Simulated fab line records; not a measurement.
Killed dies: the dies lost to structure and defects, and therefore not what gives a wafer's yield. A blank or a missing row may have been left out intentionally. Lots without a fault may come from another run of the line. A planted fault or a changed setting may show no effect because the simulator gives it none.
The tool behind it: which one? || flow gf180mcu || Sampling: 14 lots, 42 wafers, 2 of 602 route steps

## WHAT EACH GAUGE READ, for each wafer
GF_CONTACT_BOW_MEAS_05.
{"lot": "L502", "measured": "day 15 12:37", "on": "film metro-02", "CONTACT_BOW (um)": "60 57 65"}
{"lot": "L503", "measured": "day 15 16:41", "on": "film metro-02", "CONTACT_BOW (um)": "70 57 68"}
{"lot": "L504", "measured": "day 16 04:06", "on": "film metro-04", "CONTACT_BOW (um)": "65 71 67"}
{"lot": "L509", "measured": "day 17 15:52", "on": "film metro-04", "CONTACT_BOW (um)": "65 76 81"}
{"lot": "L512", "measured": "day 18 20:40", "on": "film metro-01", "CONTACT_BOW (um)": "70 69 62"}
{"lot": "L513", "measured": "day 19 08:37", "on": "film metro-02", "CONTACT_BOW (um)": "72 58 62"}
{"lot": "L514", "measured": "day 19 17:46", "on": "film metro-01", "CONTACT_BOW (um)": "72 70 65"}
{"lot": "L516", "measured": "day 20 23:56", "on": "film metro-04", "CONTACT_BOW (um)": "68 68 67"}
{"lot": "L520", "measured": "day 22 02:29", "on": "film metro-04", "CONTACT_BOW (um)": "74 64 69"}
{"lot": "L521", "measured": "day 22 10:16", "on": "film metro-02", "CONTACT_BOW (um)": "61 76 72"}
{"lot": "L523", "measured": "day 22 14:07", "on": "film metro-01", "CONTACT_BOW (um)": "68 59 67"}
{"lot": "L522", "measured": "day 22 17:36", "on": "film metro-04", "CONTACT_BOW (um)": "64 67 70"}
{"lot": "L524", "measured": "day 23 05:10", "on": "film metro-01", "CONTACT_BOW (um)": "65 65 56"}
{"lot": "L525", "measured": "day 23 13:44", "on": "film metro-04", "CONTACT_BOW (um)": "70 64 65"}

## EACH LOT AND THE TOOL THAT RAN IT (in order: tool; ch and the chambers of the sampled wafers; start)
{"lot": "L502", "GF_HV_LDD_IMPLANT_35": "implanter-04 ch 0, day 11 21:07"}
{"lot": "L503", "GF_HV_LDD_IMPLANT_35": "implanter-02 ch 0, day 12 00:05"}
{"lot": "L504", "GF_HV_LDD_IMPLANT_35": "implanter-04 ch 0, day 12 10:11"}
{"lot": "L509", "GF_HV_LDD_IMPLANT_35": "implanter-04 ch 0, day 13 17:43"}
{"lot": "L512", "GF_HV_LDD_IMPLANT_35": "implanter-03 ch 0, day 14 20:34"}
{"lot": "L513", "GF_HV_LDD_IMPLANT_35": "implanter-02 ch 0, day 15 06:52"}
{"lot": "L514", "GF_HV_LDD_IMPLANT_35": "implanter-03 ch 0, day 15 15:49"}
{"lot": "L516", "GF_HV_LDD_IMPLANT_35": "implanter-02 ch 0, day 16 18:17"}
{"lot": "L520", "GF_HV_LDD_IMPLANT_35": "implanter-02 ch 0, day 17 21:24"}
{"lot": "L521", "GF_HV_LDD_IMPLANT_35": "implanter-04 ch 0, day 18 03:11"}
{"lot": "L523", "GF_HV_LDD_IMPLANT_35": "implanter-04 ch 0, day 18 07:51"}
{"lot": "L522", "GF_HV_LDD_IMPLANT_35": "implanter-04 ch 0, day 18 11:37"}
{"lot": "L524", "GF_HV_LDD_IMPLANT_35": "implanter-04 ch 0, day 19 01:07"}
{"lot": "L525", "GF_HV_LDD_IMPLANT_35": "implanter-03 ch 0, day 19 08:38"}
- GF_HV_LDD_IMPLANT_35

## WHAT THE TOOLS THEMSELVES READ (means of the sampled wafers that have a number; where no wafer has one, the mark that the record gives instead)
GF_HV_LDD_IMPLANT_35.
{"lot": "L502", "tool": "implanter-04", "dose ions cm2": 7.492e+12, "rotation deg (degrees)": 180.04}
{"lot": "L503", "tool": "implanter-02", "dose ions cm2": 7.501e+12, "rotation deg (degrees)": 180.00}
{"lot": "L504", "tool": "implanter-04", "dose ions cm2": 7.509e+12, "rotation deg (degrees)": 179.99}
{"lot": "L509", "tool": "implanter-04", "dose ions cm2": 7.503e+12, "rotation deg (degrees)": 180.00}
{"lot": "L512", "tool": "implanter-03", "dose ions cm2": 7.493e+12, "rotation deg (degrees)": 251.88}
{"lot": "L513", "tool": "implanter-02", "dose ions cm2": 7.499e+12, "rotation deg (degrees)": 180.01}
{"lot": "L514", "tool": "implanter-03", "dose ions cm2": 7.496e+12, "rotation deg (degrees)": 251.85}
{"lot": "L516", "tool": "implanter-02", "dose ions cm2": 7.498e+12, "rotation deg (degrees)": 180.00}
{"lot": "L520", "tool": "implanter-02", "dose ions cm2": 7.501e+12, "rotation deg (degrees)": 179.98}
{"lot": "L521", "tool": "implanter-04", "dose ions cm2": 7.497e+12, "rotation deg (degrees)": 179.98}
{"lot": "L523", "tool": "implanter-04", "dose ions cm2": 7.488e+12, "rotation deg (degrees)": 180.00}
{"lot": "L522", "tool": "implanter-04", "dose ions cm2": 7.494e+12, "rotation deg (degrees)": 179.96}
{"lot": "L524", "tool": "implanter-04", "dose ions cm2": 7.504e+12, "rotation deg (degrees)": 180.02}
{"lot": "L525", "tool": "implanter-03", "dose ions cm2": 7.493e+12, "rotation deg (degrees)": 180.06}

## THE ANSWER, worked out from the rows above alone
Rule: usual is defined by the lots themselves. The widest of any qualifying gaps counts: lots, ordered by their means at a reading, are off when they make up no more than a third of the lots, leave a main group of 4 or more, and stand apart from it by 3 or more times the standard deviation of that group's means. A main group whose means are all the same, to the digits that the tables above print for the reading, isn't used. A lot without any number at a reading at which 4 lots or more have one is off too. Any other lot the step has rows for is counted as sound. Order of review: gauges by route order, followed by the tools' own readings, for which a lot's mean as printed above is used. At the first step where some lot is off, the reading lying furthest off is the one used; lots without a number count as furthest.
Off at GF_HV_LDD_IMPLANT_35 (rotation deg): L512, L514. The main group: mean 180.00 degrees, standard deviation 0.026.
A tool fits if, at that step or a process step before it, it ran every lot that is off, and no sound lot after the first of them. Not one of the candidates tried fits.

## WHAT HAD BEEN PUT IN BY THE SIMULATOR
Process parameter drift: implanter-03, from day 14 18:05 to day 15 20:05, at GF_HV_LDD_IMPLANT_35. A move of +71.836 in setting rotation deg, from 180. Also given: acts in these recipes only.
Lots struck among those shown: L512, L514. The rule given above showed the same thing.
